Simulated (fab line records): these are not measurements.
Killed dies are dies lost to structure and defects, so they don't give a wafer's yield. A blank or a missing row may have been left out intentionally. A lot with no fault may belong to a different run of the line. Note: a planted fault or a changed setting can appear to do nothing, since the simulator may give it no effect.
2 desks looking at one fault    flow gf180mcu    numbers are kept per desk, each desk with only its own; the story behind them comes last

== AT THE METROLOGY DESK ==
Lot by lot, what the gauges showed, no matter which tool ran the lot: averages of those sampled wafers that carry a number. The brackets show how far a lot's mean lies from the usual mean; more than 4 standard deviations puts the lot out of limits, marked OUT.
Columns: A = VT_IMPLANT_2_TW at GF_VT_IMPLANT_TW_MEAS_21, usual 1214; B = cd_nm at GF_HV_LDD_CD_MEAS_07, usual 400.7 nm; C = PSD_TW at GF_PSD_TW_MEAS_11, usual 3191
lot   first seen here  A                B      C
L648  day 6 09:07      1205             399.3  3185
L650  day 6 20:30      1219             399.6  3188
L651  day 7 03:31      1216             400.3  3210
L652  day 7 13:37      1209             399.9  3209
L653  day 7 23:56      1248 (+4.5) OUT  399.8  3209
L657  day 9 01:07      1232             399.3  3207
L660  day 9 13:43      1214             399.5  3218
L664  day 10 14:13     1221             402.7  3205
L665  day 10 19:37     1224             399.1  3163
L667  day 11 09:32     1215             403.5  3175
L668  day 11 14:04     1216             403.1  3188
L669  day 11 18:26     1218             404.7  3177
L670  day 12 03:27     1225             401.7  3184
L671  day 12 08:52     1216             400.8  3224
This desk finds L653 out of limits, with the earliest case on L653 at day 7 23:56 (VT_IMPLANT_2_TW at GF_VT_IMPLANT_TW_MEAS_21). In limits: L648, L650, L651, L652, L657, L660, L664, L665, L667, L668, L669, L670, L671.

== FOR THE TOOL OWNER'S DESK: implanter-04 ==
The tool's own readings at GF_VT_IMPLANT_IMPLANT_19: means of the sampled wafers that have a number, for each lot that ran on this tool. The brackets show how far a lot's mean lies from the usual mean; more than 4 standard deviations puts the lot out of limits, marked OUT.
Columns: A = beam_energy_keV at GF_VT_IMPLANT_IMPLANT_19, usual 100.00
lot   first seen here  A
L651  day 7 03:17      100.02
L652  day 7 13:22      100.00
L653  day 7 23:41      107.37 (+99 or more) OUT
L657  day 9 00:53      107.37 (+99 or more) OUT
L670  day 12 03:14     100.00
L671  day 12 08:38     100.02
This desk's verdict: out of limits on L653, L657, starting with L653 at day 7 23:41 (beam_energy_keV at GF_VT_IMPLANT_IMPLANT_19). In limits: L651, L652, L670, L671.

== BROUGHT TOGETHER ==
The tool owner's desk had the chance to raise an alarm at day 7 23:41 on L653, L657.
On L653, the metrology desk was in a position to raise an alarm at day 7 23:56.
The metrology desk has L657 on record, within its limits.
Of the lots named, all ran GF_VT_IMPLANT_IMPLANT_19 on implanter-04.

== WHAT THE SIMULATOR HAD INSERTED ==
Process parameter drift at GF_VT_IMPLANT_IMPLANT_19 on implanter-04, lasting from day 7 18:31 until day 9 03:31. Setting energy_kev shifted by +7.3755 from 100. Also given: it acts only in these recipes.
Lots struck among those shown: L653, L657.
Hours from the fault's start to each desk's first reading out of limits: the tool owner's desk, 5; the metrology desk, 5.
